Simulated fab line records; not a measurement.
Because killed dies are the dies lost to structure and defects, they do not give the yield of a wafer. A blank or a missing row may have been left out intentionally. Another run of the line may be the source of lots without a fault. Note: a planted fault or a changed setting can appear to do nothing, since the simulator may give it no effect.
fab line records	flow sky130
[record] lots = 6	wafers = 18	lastDay = 50
route steps=708 shown LDD_P@263 LDD_HVN@267 LDD_HVP@278 PAD_OPEN@708
lots with no fault: from the same line, run without faults
startH: start of the lot's first displayed wafer, in hours after the record's first day	waitH: hours since the lot's step before	" the same as in the row above	L1.1+2: a row that stands for several wafers	- no value, or no start given	* or withheld: withheld	< > ~ a bound
route shown NAME@n: a module of which the file shows steps, and the number in the route of the first	usual: mean/standard deviation taken from wafers without a fault	same: alike in all rows	chamber/n: place in a boat	sites: readings site by site	_std_site: the values' standard deviation	_edge_site: outer sites' mean less inner sites'	radiusMm: how far each site lies from the wafer's centre	mask NAME#n: copy n	behind: the tool/chamber that last shaped the wafer	hold: cause of the lot's hold/its duration in hours/its outcome	device: whichever transistor did not switch (one of n, p or np)	end of line: the route-end tests of the same wafers	where a step has no rows: the recipe by itself	killed: dies lost to structure and defects at the first sort, not the wafer's yield	map: shows each die of a wafer: x if killed, . if not, _ if none is there
set.NAME: the setting as run; set.NAME@STEP: as run at that earlier step	model.NAME: the simulator's own value behind a step, which no gauge read
lots at selected steps of the route; one table per step, one row per wafer
services: the hour from which a tool's chamber was out of use, counted from the record's first day as startH (under 0 if before that day), plus the number of hours and why
[[steps]]
[step SKY_LDD_P_OVL_MEAS_08]
[usual] LDD_P_OVL = 0.1/1.2
lot.wafer	tool	chamber	startH	waitH	LDD_P_OVL[nm]
L978.1	overlay-01	-	498.64	0.1	-2.5
L978.2	"	-	"	"	-2.0
L978.3	"	-	"	"	-2.0
L982.3	overlay-02	-	533.90	0.1	0.0
L982.4	"	-	"	"	1.0
L982.6	"	-	"	"	-1.2
L990.2	overlay-01	-	593.94	0.1	-0.9
L990.3	"	-	"	"	0.1
L990.5	"	-	"	"	-1.7
L989.2	overlay-02	-	596.30	0.1	2.8
L989.3	"	-	"	"	1.7
L989.6	"	-	"	"	0.4
L992.2	overlay-02	-	622.01	0.1	1.9
L992.4	"	-	"	"	2.1
L992.5	"	-	"	"	0.0
L993.4	overlay-01	-	630.57	0.1	-0.2
L993.5	"	-	"	"	-0.6
L993.6	"	-	"	"	-1.2
[step SKY_LDD_P_IMPLANT_09]
[recipe] species = BF2	energyKev = 25	doseCm2 = 1e+13	tiltDeg = withheld
[step SKY_LDD_P_STRIP_10]
[recipe] chemistry = O2/N2	powerW = 1400	pressureMtorr = 1500	platenTempC = withheld	o2FlowSccm = 3000	n2FlowSccm = 300	overashFraction = 0.5
[usual] drypumpMotorCurrentA = 5.72/0.17	oesProductAu = 0.716/0.0044	stripTimeToEndpointS = 14.20/0.039
lot.wafer	tool	chamber	startH	waitH	drypumpMotorCurrentA	oesProductAu	rfHoursCounterH	stripTimeToEndpointS
L978.1	plasmaAsher-04	0	498.82	0.1	5.75	0.712	66	14.24
L978.2	"	1	"	"	5.87	0.718	66	14.29
L978.3	"	0	"	"	5.75	0.717	-	14.20
L982.3	plasmaAsher-03	0	534.11	0.1	5.87	0.710	-	14.23
L982.4	"	1	"	"	5.40	0.724	-	14.23
L982.6	"	1	"	"	5.38	0.719	-	14.18
L990.2	plasmaAsher-03	0	594.12	0.1	5.85	0.724	92	14.20
L990.3	"	0	"	"	5.88	0.710	-	14.20
L990.5	"	0	"	"	5.87	0.716	-	14.22
L989.2	plasmaAsher-03	1	596.48	0.1	5.40	0.718	92	14.27
L989.3	"	0	"	"	5.85	0.713	-	14.24
L989.6	"	0	"	"	5.87	0.712	-	14.21
L992.2	plasmaAsher-04	1	622.19	0.1	5.88	0.711	78	14.26
L992.4	"	0	"	"	5.77	0.720	-	14.23
L992.5	"	0	"	"	5.75	0.711	-	14.24
L993.4	plasmaAsher-04	0	630.77	0.1	5.75	0.720	-	14.18
L993.5	"	1	"	"	5.87	0.717	-	14.20
L993.6	"	0	"	"	5.76	0.718	-	14.21
[step SKY_LDD_P_TW_MEAS_11]
[usual] LDD_P_TW = 641/5.3
lot.wafer	tool	chamber	startH	waitH	LDD_P_TW
L978.1	filmMetro-03	-	498.92	0.1	634
L978.2	"	-	"	"	635
L978.3	"	-	"	"	638
L982.3	filmMetro-02	-	534.19	0.1	645
L982.4	"	-	"	"	646
L982.6	"	-	"	"	646
L990.2	filmMetro-03	-	594.23	0.1	641
L990.3	"	-	"	"	640
L990.5	"	-	"	"	641
L989.2	filmMetro-03	-	596.59	0.1	639
L989.3	"	-	"	"	639
L989.6	"	-	"	"	638
L992.2	filmMetro-04	-	622.30	0.1	640
L992.4	"	-	"	"	641
L992.5	"	-	"	"	639
L993.4	filmMetro-03	-	630.87	0.1	635
L993.5	"	-	"	"	633
L993.6	"	-	"	"	634
[step SKY_LDD_HVN_DEHYDRATE_00]
[recipe] tempC = 200	timeS = 60
[step SKY_LDD_HVN_HMDS_01]
[recipe] primeTimeS = 60	primeTempC = 120
[step SKY_LDD_HVN_COAT_02]
[recipe] resist = NOVOLAK	spinRpm = 3000	resistThkNm = 300
[step SKY_LDD_HVN_SOFTBAKE_03]
[recipe] tempC = 90	timeS = 60	resist = NOVOLAK
[step SKY_LDD_HVN_EXPOSE_04]
[recipe] maskId = HVNTM	na = 0.6	sourceShape = conventional	sigmaOuter = 0.6	polarization = unpolarized	targetCdNm = 700	doseMj = 127
[step SKY_LDD_HVN_PEB_05]
[recipe] tempC = withheld	timeS = *	resist = NOVOLAK
[step SKY_LDD_HVN_DEVELOP_06]
[recipe] resist = NOVOLAK	developer = TMAH	developTimeS = 60	devTempC = 23
[step SKY_LDD_HVN_OVL_MEAS_07]
[usual] LDD_HVN_OVL = -0.4/1.6
lot.wafer	tool	chamber	startH	waitH	LDD_HVN_OVL[nm]
L978.1	overlay-02	-	529.72	0.1	-1.4
L978.2	"	-	"	"	-1.5
L978.3	"	-	"	"	-0.1
L982.3	overlay-02	-	564.38	0.1	1.0
L982.4	"	-	"	"	2.6
L982.6	"	-	"	"	1.6
L990.2	overlay-01	-	623.17	0.1	-1.7
L990.3	"	-	"	"	-3.1
L990.5	"	-	"	"	-2.7
L989.2	overlay-02	-	625.63	0.1	-1.1
L989.3	"	-	"	"	-1.0
L989.6	"	-	"	"	-2.2
L992.2	overlay-02	-	651.47	0.1	0.1
L992.4	"	-	"	"	-0.9
L992.5	"	-	"	"	0.4
L993.4	overlay-01	-	659.79	0.1	-1.9
L993.5	"	-	"	"	-2.2
L993.6	"	-	"	"	-1.8
[step SKY_LDD_HVN_IMPLANT_08]
[recipe] species = P	energyKev = 60	doseCm2 = 3e+13	tiltDeg = 40
[usual] beamEnergyKeV = 59.998/0.016	beamOnS = 10.00/0.16	doseIonsCm2 = 3e+13/2.9e+10
lot.wafer	tool	chamber	startH	waitH	beamEnergyKeV	beamOnS	doseIonsCm2	model.implant.rpNm	model.implant.drpNm
L978.1	implanter-02	0	529.75	0.0	59.996	10.03	2.9986e+13	55.46	28.15
L978.2	"	0	"	"	59.984	10.00	3.0003e+13	55.46	28.15
L978.3	"	0	"	"	60.002	10.05	3.0001e+13	55.46	28.15
L982.3	implanter-04	0	564.45	0.1	60.002	9.99	2.9949e+13	55.54	28.15
L982.4	"	0	"	"	59.986	10.01	2.9992e+13	55.54	28.15
L982.6	"	0	"	"	59.981	10.10	2.998e+13	55.54	28.15
L990.2	implanter-02	0	623.23	0.0	73.809	10.10	2.9992e+13	68.29	33.7
L990.3	"	0	"	"	73.824	10.15	3.0013e+13	68.29	33.7
L990.5	"	0	"	"	73.829	9.79	3.0037e+13	68.29	33.7
L989.2	implanter-02	0	625.68	0.0	73.813	9.77	2.9991e+13	67.69	33.7
L989.3	"	0	"	"	73.828	10.01	3.0004e+13	67.69	33.7
L989.6	"	0	"	"	73.849	9.89	2.9979e+13	67.69	33.7
L992.2	implanter-04	0	651.53	0.0	60.043	9.93	3.0005e+13	53.99	28.15
L992.4	"	0	"	"	60.004	10.14	2.9982e+13	53.99	28.15
L992.5	"	0	"	"	60.004	10.21	2.9978e+13	53.99	28.15
L993.4	implanter-01	0	659.88	0.1	59.995	9.94	2.9987e+13	56.59	28.15
L993.5	"	0	"	"	60.005	9.95	2.9987e+13	56.59	28.15
L993.6	"	0	"	"	60.002	10.16	3.0045e+13	56.59	28.15
[step SKY_LDD_HVN_STRIP_09]
[recipe] chemistry = O2/N2	powerW = 1400	pressureMtorr = 1500	platenTempC = withheld	o2FlowSccm = 3000	n2FlowSccm = 300	overashFraction = 0.5
[usual] drypumpMotorCurrentA = 5.66/0.17	oesProductAu = 0.409/0.0046	stripTimeToEndpointS = 4.141/0.014
lot.wafer	tool	chamber	startH	waitH	drypumpMotorCurrentA	oesProductAu	rfHoursCounterH	stripTimeToEndpointS
L978.1	plasmaAsher-03	0	529.90	0.1	5.84	0.403	86	4.120
L978.2	"	1	"	"	5.41	0.401	86	4.137
L978.3	"	1	"	"	5.43	0.403	-	4.111
L982.3	plasmaAsher-01	0	564.59	0.1	5.47	0.418	-	4.129
L982.4	"	1	"	"	5.74	0.412	-	4.141
L982.6	"	1	"	"	5.74	0.403	-	4.124
L990.2	plasmaAsher-01	1	623.35	0.1	5.72	0.405	18	4.137
L990.3	"	1	"	"	5.73	0.407	-	4.139
L990.5	"	0	"	"	5.50	0.407	-	4.136
L989.2	plasmaAsher-02	0	625.81	0.1	5.61	0.413	50	4.137
L989.3	"	1	"	"	5.86	0.404	-	4.148
L989.6	"	0	"	"	5.62	0.410	-	4.156
L992.2	plasmaAsher-02	1	651.65	0.1	5.87	0.406	52	4.143
L992.4	"	0	"	"	5.62	0.406	-	4.123
L992.5	"	0	"	"	5.61	0.402	-	4.140
L993.4	plasmaAsher-02	1	659.99	0.1	5.89	0.405	-	4.123
L993.5	"	0	"	"	5.60	0.412	-	4.126
L993.6	"	1	"	"	5.88	0.411	-	4.123
[step SKY_LDD_HVN_TW_MEAS_10]
[usual] LDD_HVN_TW = 1453/12
lot.wafer	tool	chamber	startH	waitH	LDD_HVN_TW
L978.1	filmMetro-02	-	530.00	0.1	1467
L978.2	"	-	"	"	1458
L978.3	"	-	"	"	1459
L982.3	filmMetro-01	-	564.67	0.1	1456
L982.4	"	-	"	"	1444
L982.6	"	-	"	"	1446
L990.2	filmMetro-01	-	623.46	0.1	1525
L990.3	"	-	"	"	1525
L990.5	"	-	"	"	1534
L989.2	filmMetro-03	-	625.92	0.1	1508
L989.3	"	-	"	"	1516
L989.6	"	-	"	"	1517
L992.2	filmMetro-01	-	651.76	0.1	1451
L992.4	"	-	"	"	1453
L992.5	"	-	"	"	1453
L993.4	filmMetro-01	-	660.08	0.1	1465
L993.5	"	-	"	"	1459
L993.6	"	-	"	"	1460
[step SKY_LDD_HVP_DEHYDRATE_00]
[recipe] tempC = 200	timeS = 60
[step SKY_PAD_OPEN_PROBE_99]
[usual] killed_at_M0_to_M3 = 44/7	killed_at_M4_up = 3.4/1.7	killedAtContacts = 24/4.9	killedAtFrontEnd = 15/4.5	killedAtOther = 0.4/0.61	killedDies = 86/9.7	killedOnRim = 17/3.6	killedOpen = 47/7.1	killedShort = 39/6.1
[same] grossDies = 492	killedAtBackSide = 0
lot.wafer	tool	chamber	startH	waitH	killed_at_M0_to_M3	killed_at_M4_up	killedAtContacts	killedAtFrontEnd	killedAtOther	killedDies	killedOnRim	killedOpen	killedShort	model.etest.tip_n_5v.rsOhmSq	model.etest.nfetG5v0d10v5.rOnOhmUm	model.etest.nfetG5v0d10v5.vtSatV	model.etest.nfetG5v0d10v5.vtV
L978.1	prober-01	-	1120.56	0.1	49	5	26	16	0	96	19	55	41	1392	1899	0.7551	0.8148
L978.2	prober-01	-	1120.61	0.1	38	6	31	17	0	92	18	51	41	1389	1881	0.7573	0.8175
L978.3	prober-01	-	1120.66	0.2	44	2	30	15	0	91	16	54	37	1391	1917	0.7653	0.824
L982.3	prober-01	-	1146.31	0.2	33	7	20	13	1	74	15	42	30	1373	1915	0.7732	0.8348
L982.4	prober-01	-	1146.36	0.2	43	5	23	9	0	80	17	42	38	1388	1904	0.7708	0.8288
L982.6	prober-01	-	1146.46	0.2	36	3	24	12	1	76	18	39	35	1393	1901	0.7785	0.8364
L990.2	prober-02	-	1179.58	0.1	41	3	23	16	1	84	14	47	37	1256	1877	0.7408	0.8174
L990.3	prober-02	-	1179.63	0.2	43	3	28	17	1	92	16	53	39	1256	1836	0.7283	0.8075
L990.5	prober-02	-	1179.73	0.2	43	5	14	18	1	81	10	46	34	1254	1821	0.7214	0.7987
L989.2	prober-01	-	1181.53	0.1	51	2	26	21	0	100	25	60	39	1282	1871	0.7343	0.811
L989.3	prober-01	-	1181.58	0.2	50	3	25	15	0	93	18	47	43	1277	1840	0.7218	0.7929
L989.6	prober-01	-	1181.73	0.2	34	5	29	14	0	82	19	49	33	1265	1836	0.7278	0.8012
L992.2	prober-01	-	1194.93	0.1	47	2	27	17	1	94	20	57	37	1388	1922	0.778	0.8334
L992.4	prober-01	-	1195.03	0.2	46	2	18	11	1	78	9	35	43	1398	1929	0.7792	0.834
L992.5	prober-01	-	1195.08	0.2	44	5	12	13	0	74	13	41	33	1397	1919	0.7819	0.839
L993.4	prober-02	-	1202.99	0.2	35	4	25	17	0	81	19	42	39	1367	1855	0.7498	0.8091
L993.5	prober-02	-	1203.04	0.2	53	3	20	12	1	89	14	43	46	1359	1849	0.7422	0.7988
L993.6	prober-02	-	1203.09	0.2	40	2	25	14	0	81	20	38	43	1365	1859	0.7462	0.8042
// killed by level:class
L978.1 VIA3:geometricParticle:open=10 VIA2:geometricParticle:open=8 VIA1:geometricParticle:open=8 CONTACT:geometricParticle:open=7 LI_CONTACT:geometricParticle:open=7 VIA1:geometricParticle:short=6 METAL2:geometricParticle:short=6 LOCAL_INTERCONNECT:geometricParticle:short=5
L978.2 CONTACT:geometricParticle:open=13 VIA1:geometricParticle:open=10 CONTACT:geometricParticle:short=7 VIA2:geometricParticle:open=6 FIELD_ISO:geometricParticle:open=5 METAL4:geometricParticle:short=5 POLY_GATE:geometricParticle:open=4 LI_CONTACT:geometricParticle:short=4
L978.3 VIA1:geometricParticle:open=19 CONTACT:geometricParticle:open=15 FIELD_ISO:geometricParticle:short=5 POLY_GATE:geometricParticle:short=5 CONTACT:geometricParticle:short=5 VIA2:geometricParticle:open=5 LI_CONTACT:geometricParticle:open=4 VIA3:geometricParticle:open=4
L982.3 VIA3:geometricParticle:open=8 CONTACT:geometricParticle:open=8 VIA1:geometricParticle:open=7 FIELD_ISO:geometricParticle:open=4 VIA1:geometricParticle:short=4 LI_CONTACT:geometricParticle:open=4 VIA2:geometricParticle:open=4 METAL4:geometricParticle:short=4
L982.4 VIA1:geometricParticle:open=11 CONTACT:geometricParticle:open=9 VIA3:geometricParticle:open=8 METAL1:geometricParticle:short=7 CONTACT:geometricParticle:short=6 METAL4:geometricParticle:short=4 VIA1:geometricParticle:short=4 VIA2:geometricParticle:short=4
L982.6 VIA1:geometricParticle:open=10 CONTACT:geometricParticle:open=9 LI_CONTACT:geometricParticle:open=6 METAL2:geometricParticle:short=6 FIELD_ISO:geometricParticle:short=5 LOCAL_INTERCONNECT:geometricParticle:short=4 VIA1:geometricParticle:short=4 CONTACT:geometricParticle:short=3
L990.2 VIA1:geometricParticle:open=11 CONTACT:geometricParticle:open=7 METAL2:geometricParticle:short=7 CONTACT:geometricParticle:short=6 METAL1:geometricParticle:short=6 LI_CONTACT:geometricParticle:open=5 VIA2:geometricParticle:open=5 FIELD_ISO:geometricParticle:open=4
L990.3 CONTACT:geometricParticle:open=10 VIA3:geometricParticle:open=9 VIA1:geometricParticle:open=8 LI_CONTACT:geometricParticle:open=7 VIA2:geometricParticle:open=7 FIELD_ISO:geometricParticle:short=6 FIELD_ISO:geometricParticle:open=6 LI_CONTACT:geometricParticle:short=6
L990.5 VIA1:geometricParticle:open=12 METAL2:geometricParticle:short=8 FIELD_ISO:geometricParticle:open=6 LI_CONTACT:geometricParticle:open=5 CONTACT:geometricParticle:open=5 VIA2:geometricParticle:open=5 FIELD_ISO:geometricParticle:short=4 POLY_GATE:geometricParticle:short=4
L989.2 VIA1:geometricParticle:open=20 CONTACT:geometricParticle:open=11 VIA2:geometricParticle:open=9 CONTACT:geometricParticle:short=7 METAL1:geometricParticle:short=5 POLY_GATE:geometricParticle:short=4 POLY_GATE:geometricParticle:open=4 LI_CONTACT:geometricParticle:open=4
L989.3 VIA1:geometricParticle:open=12 CONTACT:geometricParticle:open=8 LOCAL_INTERCONNECT:geometricParticle:short=5 VIA1:geometricParticle:short=5 VIA2:geometricParticle:open=5 VIA3:geometricParticle:short=5 VIA3:geometricParticle:open=5 FIELD_ISO:geometricParticle:open=4
L989.6 CONTACT:geometricParticle:open=14 CONTACT:geometricParticle:short=7 VIA3:geometricParticle:open=6 VIA2:geometricParticle:open=6 VIA1:geometricParticle:open=6 FIELD_ISO:geometricParticle:open=5 METAL1:geometricParticle:short=5 VIA1:geometricParticle:short=4
L992.2 VIA1:geometricParticle:open=15 LI_CONTACT:geometricParticle:open=10 VIA3:geometricParticle:open=9 CONTACT:geometricParticle:open=6 VIA1:geometricParticle:short=6 FIELD_ISO:geometricParticle:open=5 LOCAL_INTERCONNECT:geometricParticle:short=5 VIA2:geometricParticle:open=5
L992.4 VIA1:geometricParticle:open=11 VIA2:geometricParticle:short=9 VIA2:geometricParticle:open=7 METAL2:geometricParticle:short=6 CONTACT:geometricParticle:short=5 POLY_GATE:geometricParticle:short=4 CONTACT:geometricParticle:open=4 METAL1:geometricParticle:short=4
L992.5 VIA1:geometricParticle:open=13 VIA1:geometricParticle:short=7 VIA2:geometricParticle:open=7 CONTACT:geometricParticle:open=5 VIA3:geometricParticle:open=4 POLY_GATE:geometricParticle:open=4 METAL1:geometricParticle:short=4 METAL2:geometricParticle:short=4
L993.4 VIA1:geometricParticle:open=9 POLY_GATE:geometricParticle:short=6 CONTACT:geometricParticle:short=6 CONTACT:geometricParticle:open=6 VIA2:geometricParticle:open=6 FIELD_ISO:geometricParticle:open=5 METAL1:geometricParticle:short=5 LI_CONTACT:geometricParticle:open=4
L993.5 VIA1:geometricParticle:open=11 CONTACT:geometricParticle:open=7 METAL1:geometricParticle:short=7 METAL2:geometricParticle:short=7 VIA2:geometricParticle:open=7 VIA3:geometricParticle:open=6 LOCAL_INTERCONNECT:geometricParticle:short=5 VIA1:geometricParticle:short=5
L993.6 POLY_GATE:geometricParticle:short=9 VIA1:geometricParticle:open=9 CONTACT:geometricParticle:open=8 VIA3:geometricParticle:open=7 METAL2:geometricParticle:short=6 LI_CONTACT:geometricParticle:open=5 LOCAL_INTERCONNECT:geometricParticle:short=4 CONTACT:geometricParticle:short=4
[[services]]
tool	chamber	startH	hours	kind
implanter-02	-	475.94	5.6	pm
implanter-04	-	492.69	3.7	repair
plasmaAsher-03	-	496.19	4.5	repair
plasmaAsher-01	-	507.00	1.2	repair
implanter-02	-	571.51	3.1	pm
implanter-04	-	603.27	1.2	repair
implanter-04	-	623.74	2.3	repair
implanter-02	-	633.17	2.0	repair
implanter-02	-	633.83	3.8	repair
implanter-01	-	650.27	2.5	repair
[[key]]
[firstSign] step = SKY_LDD_HVN_IMPLANT_08	reading = beamEnergyKeV	direction = up	sigmas = 99+	usual = *	struck = *
[effect] step = SKY_LDD_HVN_TW_MEAS_10	reading = LDD_HVN_TW	direction = up	sigmas = 5.8	usual = 1453	struck = 1521
[modelEffect] step = SKY_LDD_HVN_IMPLANT_08	value = implant.rpNm	without = 54.96	struck = 67.99
[modelEffect] step = SKY_PAD_OPEN_PROBE_99	value = etest.tip_n_5v.rsOhmSq	without = 1382	struck = 1265
metAt SKY_LDD_HVN_IMPLANT_08
struckWafers L989.2,L989.3,L989.6,L990.2,L990.3,L990.5
testerLeftOut L989,L990
onsetBetween 529.75 623.23
[fault] kind = processParameterDrift	tool = implanter-02	chamber = -	onsetH = 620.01	steps = SKY_LDD_HVN_IMPLANT_08	channel = energyKev	offset = *	shape = step	endH = 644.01	actsIn = *	stated = *
// testerLeftOut: of these lots the tester's yield and bins aren't shown, on N5 and GAA mostly nor the transistor test; their killed dies are dies lost to structure and defects alone, not to doping, threshold or leakage, so they don't give the yield
